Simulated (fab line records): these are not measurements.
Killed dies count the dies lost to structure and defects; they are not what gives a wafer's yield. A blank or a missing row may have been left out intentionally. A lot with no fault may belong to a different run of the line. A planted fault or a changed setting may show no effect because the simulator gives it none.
Which tool is to blame? + flow gf180mcu + 7 lots (20 wafers sampled), 1 step of a 602-step route

WHAT EACH GAUGE READ, for each wafer
GF_VT_IMPLANT_OVL_MEAS_18.
| lot  | measured     | on         | VT_IMPLANT_01_OVL (nm) |
|------|--------------|------------|------------------------|
| L621 | day 6 20:01  | overlay-01 | -0.8 -0.1 -0.9         |
| L623 | day 7 08:27  | overlay-01 | -0.4 -0.4 -1.0         |
| L625 | day 7 20:52  | overlay-01 | 0.1 -1.1 -0.1          |
| L627 | day 8 11:47  | overlay-02 | -0.4 0.4 -0.4          |
| L633 | day 10 03:48 | overlay-01 | -0.8 -1.5              |
| L640 | day 11 20:52 | overlay-01 | -0.3 -0.5 -1.6         |
| L642 | day 12 07:49 | overlay-02 | 0.3 0.5 -0.8           |

TOOL THAT RAN EACH LOT (tool first, then ch and the chambers of the sampled wafers, then the start)
Before these readings, the record contains no process step.

THE ANSWER, worked out from the rows above alone
Rule: the lots themselves supply what counts as usual. Put in order of their means at a reading, lots are off if they are a third of the lots or fewer, leave a main group of 4 or more, and stand apart from it by a gap of 3 or more times the standard deviation of the main group's means; of several such gaps the widest counts. A main group whose means are all the same, to the digits that the tables above print for the reading, isn't used. A lot without any number at a reading at which 4 lots or more have one is off too. Where the step has rows for the other lots, those lots are counted as sound.
None of the lots is off at any reading shown; this tells nothing.

WHAT THE SIMULATOR PUT IN
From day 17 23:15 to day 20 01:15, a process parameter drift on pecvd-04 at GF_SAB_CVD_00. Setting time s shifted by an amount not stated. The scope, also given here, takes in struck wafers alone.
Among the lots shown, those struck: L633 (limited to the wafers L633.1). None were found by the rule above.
